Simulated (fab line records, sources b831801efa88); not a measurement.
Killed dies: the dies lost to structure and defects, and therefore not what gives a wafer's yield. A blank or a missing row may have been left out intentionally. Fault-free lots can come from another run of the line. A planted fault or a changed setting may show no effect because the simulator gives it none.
Chamber matching -- flow sky130 -- 4 sister chambers for SKY_CONTACT_CMP_27 on cmp-02
The step polishes, stops on SiO2, t overpolish 15 s, target thk 0 nm. 7 wafers are shown with their chamber, then 7 later ones without.

WAFERS, EACH WITH ITS CHAMBER
wafer,chamber,motorCurrentA (A),timeToEndpointS (s)
L845.4,1,11.2,87
L845.5,2,9.9,83
L851.1,3,10.3,86
L851.2,2,10.1,90
L851.4,0,11.6,82
L856.1,3,9.9,83
L856.4,1,10.0,84

WAFERS WHOSE CHAMBER IS MISSING
wafer,motorCurrentA (A),timeToEndpointS (s)
L856.6,9.1,85
L859.1,9.1,85
L859.3,11.3,78
L859.6,9.4,85
L861.2,10.9,86
L861.3,9.1,85
L861.5,10.7,87

CHAMBER TAKEN BY EACH
wafer,from the rows above,in truth
L856.6,can't be placed: 2 or 3 or 1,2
L859.1,can't be placed: 2 or 3 or 1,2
L859.3,can't be placed: 0 or 1 or 3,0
L859.6,can't be placed: 2 or 3 or 1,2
L861.2,can't be placed: 1 or 3 or 2 or 0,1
L861.3,can't be placed: 2 or 3 or 1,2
L861.5,can't be placed: 1 or 2 or 3 or 0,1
Placed correctly: 0 of 7. From these rows, 7 cannot be placed; in 7 the true chamber is one of the candidates. 0 placed wrongly.
How it was worked out, from the rows above alone: a wafer's distance from a chamber is the root of the sum, over the readings, of the square of ((its reading less the chamber's mean) divided by the reading's scatter). The wafer belongs to the nearest chamber; if the next one is less than 2 further off, it can't be placed. For every chamber, the mean is computed from those of its wafers that are shown. How the scatter is found: for the shown wafers, subtract from each reading the mean of its chamber, square and add these, divide the total by (wafers less chambers), then take the root.
